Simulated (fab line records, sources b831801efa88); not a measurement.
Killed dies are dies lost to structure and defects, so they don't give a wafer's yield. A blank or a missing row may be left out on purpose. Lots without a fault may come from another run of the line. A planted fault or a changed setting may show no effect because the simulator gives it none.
fab line records | flow sky130
record lots=13 wafers=39 last_day=49
route steps=708 shown FIELD_ISO@1 NWELL@64
lots that met no fault: from a run of the same line without faults
start_h: hours from the record's first day to the start of the lot's first wafer shown | wait_h: hours since the lot's step before | " the same as in the row above | L1.1+2: a row that stands for several wafers | - no value, or no start given | * or withheld: withheld | < > ~ a bound
route shown NAME@n: a module of which the file shows steps, and the number in the route of the first | usual: mean/standard deviation of fault-free wafers | same: alike in all rows | chamber/n: place in a boat | sites: the reading at each site | _std_site: their standard deviation | _edge_site: outer sites' mean less inner sites' | radius_mm: how far each site lies from the wafer's centre | mask NAME#n: copy n | behind: the tool/chamber that last shaped the wafer | hold: why the lot was held/for how many hours/how that ended | device: the transistor (n, p or np) that didn't switch | end of line: the same wafers' tests at the end of the route | a step without rows: its recipe alone | killed: dies lost to structure and defects at the first sort, not the wafer's yield | map: a wafer's dies, x killed, . not, _ none there
set.NAME: the setting as run; set.NAME@STEP: as run at that earlier step | model.NAME: the simulator's own value behind a step, which no gauge read
steps of the route over a sample of lots; a table a step, a row a wafer
services: from which hour (start_h, from the record's first day; less than 0 if before it) a tool's chamber was out of use, for how many hours, and why
## steps
# step SKY_FIELD_ISO_BOW_MEAS_00
# recipe mode=bow
# usual INCOMING_BOW=-1/5.6
# columns lot.wafer tool chamber start_h wait_h INCOMING_BOW[um]
L538.3 film_metro-01 - 10.04 - -1
L538.5 " - " " 10
L538.6 " - " " 1
L540.2 film_metro-03 - 20.02 - 10
L540.3 " - " " 0
L540.6 " - " " -6
L541.1 film_metro-04 - 25.00 - -5
L541.4 " - " " -3
L541.6 " - " " -5
L543.1 film_metro-03 - 35.00 - 4
L543.3 " - " " -6
L543.6 " - " " 0
L545.1 film_metro-03 - 45.00 - -5
L545.4 " - " " 1
L545.5 " - " " -12
L546.2 film_metro-01 - 50.02 - -7
L546.3 " - " " 1
L546.6 " - " " -2
L547.1 film_metro-01 - 55.00 - 4
L547.5 " - " " -1
L547.6 " - " " -6
L548.1 film_metro-03 - 60.00 - -6
L548.3 " - " " -5
L548.5 " - " " 3
L549.1 film_metro-03 - 65.00 - -4
L549.2 " - " " -2
L549.3 " - " " -4
L550.1 film_metro-01 - 70.00 - -5
L550.2 " - " " -8
L550.6 " - " " 0
L551.3 film_metro-04 - 75.04 - -1
L551.4 " - " " 3
L551.6 " - " " 5
L554.1 film_metro-01 - 90.02 - -4
L554.2 " - " " -5
L554.3 " - " " -7
L555.4 film_metro-03 - 95.06 - 1
L555.5 " - " " 12
L555.6 " - " " -7
# step SKY_FIELD_ISO_THK_MEAS_04
# recipe reads=Si3N4_of_FIELD_ISO_CVD_03
# usual FIELD_ISO_CVD_03_THK=148.1/1.3
# columns lot.wafer tool chamber start_h wait_h FIELD_ISO_CVD_03_THK[nm]
L538.3 film_metro-01 - 13.50 0.0 148.0
L538.5 " - " " 149.5
L538.6 " - " " 148.8
L540.2 film_metro-01 - 24.26 0.0 148.5
L540.3 " - " " 147.8
L540.6 " - " " 150.7
L541.1 film_metro-03 - 30.69 0.0 149.0
L541.4 " - " " 150.9
L541.6 " - " " 149.8
L543.1 film_metro-01 - 39.75 0.0 148.7
L543.3 " - " " 148.7
L543.6 " - " " 147.9
L545.1 film_metro-04 - 49.34 0.0 147.2
L545.4 " - " " 146.9
L545.5 " - " " 146.9
L546.2 film_metro-03 - 55.27 0.0 147.3
L546.3 " - " " 148.7
L546.6 " - " " 148.6
L547.1 film_metro-01 - 58.85 0.0 146.7
L547.5 " - " " 146.4
L547.6 " - " " 146.2
L548.1 film_metro-03 - 65.70 0.0 146.6
L548.3 " - " " 149.1
L548.5 " - " " 148.1
L549.1 film_metro-01 - 68.84 0.0 147.5
L549.2 " - " " 147.5
L549.3 " - " " 147.7
L550.1 film_metro-01 - 73.48 0.0 147.5
L550.2 " - " " 148.1
L550.6 " - " " 148.2
L551.3 film_metro-04 - 79.19 0.0 149.0
L551.4 " - " " 147.2
L551.6 " - " " 148.2
L554.1 film_metro-03 - 96.68 0.0 148.9
L554.2 " - " " 149.7
L554.3 " - " " 149.7
L555.4 film_metro-03 - 101.81 0.0 149.0
L555.5 " - " " 149.9
L555.6 " - " " 150.6
# step SKY_FIELD_ISO_THK_MEAS_23
# recipe reads=SiO2_of_FIELD_ISO_OXIDATION_22
# usual FIELD_ISO_OXIDATION_01_THK=9.98/0.17
# columns lot.wafer tool chamber start_h wait_h FIELD_ISO_OXIDATION_01_THK[nm]
L538.3 film_metro-01 - 30.71 0.0 10.15
L538.5 " - " " 9.93
L538.6 " - " " 10.08
L540.2 film_metro-01 - 41.13 0.0 9.97
L540.3 " - " " 9.64
L540.6 " - " " 9.76
L541.1 film_metro-04 - 48.26 0.0 10.06
L541.4 " - " " 10.00
L541.6 " - " " 10.25
L543.1 film_metro-03 - 57.16 0.0 9.91
L543.3 " - " " 9.69
L543.6 " - " " 9.85
L545.1 film_metro-03 - 67.81 0.0 10.27
L545.4 " - " " 10.13
L545.5 " - " " 10.27
L546.2 film_metro-04 - 72.88 0.0 9.85
L546.3 " - " " 9.79
L546.6 " - " " 9.76
L547.1 film_metro-01 - 78.65 0.0 10.06
L547.5 " - " " 10.20
L547.6 " - " " 10.15
L548.1 film_metro-03 - 84.20 0.0 10.29
L548.3 " - " " 10.18
L548.5 " - " " 10.28
L549.1 film_metro-01 - 89.83 0.0 9.89
L549.2 " - " " 9.76
L549.3 " - " " 9.90
L550.1 film_metro-03 - 92.69 0.0 10.03
L550.2 " - " " 10.10
L550.6 " - " " 10.18
L551.3 film_metro-04 - 98.16 0.0 10.44
L551.4 " - " " 9.91
L551.6 " - " " 10.16
L554.1 film_metro-01 - 116.77 0.0 9.87
L554.2 " - " " 9.98
L554.3 " - " " 10.04
L555.4 film_metro-01 - 123.50 0.0 10.00
L555.5 " - " " 10.05
L555.6 " - " " 10.09
# step SKY_NWELL_IMPLANT_11
# recipe species=P energy_kev=400 dose_cm2=1.9e+13 tilt_deg=withheld
# usual beam_energy_keV=400.02/0.15 dose_ions_cm2=1.9e+13/2.2e+10 faraday_current_uA=106.9/2.1
# columns lot.wafer tool chamber start_h wait_h beam_energy_keV dose_ions_cm2 faraday_current_uA
L538.3 implanter-01 0 88.63 0.1 399.96 1.9005e+13 106.4
L538.5 " 0 " " 399.71 1.9009e+13 107.2
L538.6 " 0 " " 399.98 1.9011e+13 105.1
L540.2 implanter-02 0 94.01 0.0 400.21 1.9029e+13 105.9
L540.3 " 0 " " 399.98 1.9013e+13 108.1
L540.6 " 0 " " 400.05 1.9033e+13 107.8
L541.1 implanter-02 0 101.27 0.0 400.16 1.8991e+13 103.6
L541.4 " 0 " " 400.12 1.8994e+13 110.1
L541.6 " 0 " " 399.84 1.9006e+13 105.3
L543.1 implanter-02 0 114.01 0.0 399.81 1.9005e+13 107.6
L543.3 " 0 " " 399.76 1.8991e+13 107.2
L543.6 " 0 " " 399.80 1.8976e+13 110.9
L545.1 implanter-02 0 125.37 0.0 399.76 1.8995e+13 109.2
L545.4 " 0 " " 400.07 1.8962e+13 107.5
L545.5 " 0 " " 400.13 1.8957e+13 108.4
L546.2 implanter-02 0 130.63 0.0 400.15 1.9019e+13 103.7
L546.3 " 0 " " 399.96 1.8995e+13 102.1
L546.6 " 0 " " 399.89 1.8988e+13 105.7
L547.1 implanter-04 0 138.22 0.0 400.06 1.899e+13 109.9
L547.5 " 0 " " 400.32 1.8978e+13 104.2
L547.6 " 0 " " 400.13 1.8973e+13 108.7
L548.1 implanter-02 0 147.67 0.1 400.02 1.9002e+13 111.7
L548.3 " 0 " " 400.00 1.8964e+13 107.7
L548.5 " 0 " " 400.01 1.9034e+13 104.8
L549.1 implanter-04 0 148.22 0.0 400.05 1.8969e+13 109.2
L549.2 " 0 " " 400.28 1.8997e+13 104.4
L549.3 " 0 " " 400.34 1.8988e+13 106.7
L550.1 implanter-04 0 156.45 0.0 399.92 1.9029e+13 103.7
L550.2 " 0 " " 399.89 1.9026e+13 102.6
L550.6 " 0 " " 400.05 1.9053e+13 105.6
L551.3 implanter-04 0 160.98 0.1 399.99 1.9004e+13 110.5
L551.4 " 0 " " 400.07 1.8974e+13 105.8
L551.6 " 0 " " 400.17 1.8995e+13 109.1
L554.1 implanter-04 0 179.92 0.0 399.85 1.7801e+13 98.8
L554.2 " 0 " " 399.98 1.784e+13 100.2
L554.3 " 0 " " 399.77 1.7866e+13 102.8
L555.4 implanter-04 0 190.95 0.1 399.97 1.7842e+13 96.3
L555.5 " 0 " " 399.88 1.7874e+13 99.2
L555.6 " 0 " " 399.78 1.7858e+13 99.2
# step SKY_NWELL_RS_MEAS_29
# recipe thk_meas_gauge=four-point-probe
# usual NWELL_RS=624.8/1.7
# columns lot.wafer tool chamber start_h wait_h NWELL_RS[ohm/sq]
L538.3 film_metro-03 - 106.96 0.1 623.8
L538.5 " - " " 624.2
L538.6 " - " " 625.5
L540.2 film_metro-03 - 112.76 0.1 626.6
L540.3 " - " " 625.6
L540.6 " - " " 625.9
L541.1 film_metro-04 - 120.54 0.1 622.5
L541.4 " - " " 624.9
L541.6 " - " " 626.1
L543.1 film_metro-03 - 134.22 0.1 624.0
L543.3 " - " " 624.9
L543.6 " - " " 626.2
L545.1 film_metro-02 - 145.74 0.1 624.2
L545.4 " - " " 625.0
L545.5 " - " " 625.6
L546.2 film_metro-02 - 150.50 0.1 624.9
L546.3 " - " " 624.3
L546.6 " - " " 626.0
L547.1 film_metro-02 - 158.74 0.1 627.4
L547.5 " - " " 626.7
L547.6 " - " " 626.3
L548.1 film_metro-02 - 168.39 0.1 622.1
L548.3 " - " " 622.7
L548.5 " - " " 622.1
L549.1 film_metro-02 - 169.23 0.1 623.9
L549.2 " - " " 624.4
L549.3 " - " " 624.3
L550.1 film_metro-02 - 178.95 0.1 622.4
L550.2 " - " " 623.4
L550.6 " - " " 623.2
L551.3 film_metro-03 - 182.58 0.1 624.4
L551.4 " - " " 625.6
L551.6 " - " " 624.9
L554.1 film_metro-04 - 202.17 0.1 647.4
L554.2 " - " " 646.0
L554.3 " - " " 646.5
L555.4 film_metro-02 - 216.59 0.1 644.2
L555.5 " - " " 642.3
L555.6 " - " " 642.8
## services
# columns tool chamber start_h hours kind
implanter-04 - 109.16 4.5 pm
implanter-01 - 126.24 103.9 pm
implanter-02 - 149.04 1.9 repair
implanter-02 - 155.78 9.3 repair
implanter-04 - 184.97 1.8 pm
## key
first_sign step=SKY_NWELL_IMPLANT_11 reading=dose_ions_cm2 direction=down sigmas=54 usual=* struck=*
effect step=SKY_NWELL_IMPLANT_11 reading=faraday_current_uA direction=down sigmas=3.5 usual=106.9 struck=99.4
effect step=SKY_NWELL_RS_MEAS_29 reading=NWELL_RS direction=up sigmas=12 usual=624.8 struck=644.9
met_at SKY_NWELL_IMPLANT_11
struck_lots L554,L555
tester_left_out L554,L555
not_acting_at SKY_FIELD_ISO_BOW_MEAS_00,SKY_FIELD_ISO_THK_MEAS_04,SKY_FIELD_ISO_THK_MEAS_23
onset_between 160.98 179.92
fault kind=process_parameter_drift tool=implanter-04 chamber=- onset_h=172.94 steps=SKY_NWELL_IMPLANT_11 channel=dose_cm2 offset=* shape=step end_h=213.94 acts_in=* stated=*
# tester_left_out: of these lots the tester's yield and bins aren't shown, on N5 and GAA mostly nor the transistor test; their killed dies are dies lost to structure and defects alone, not to doping, threshold or leakage, so they don't give the yield
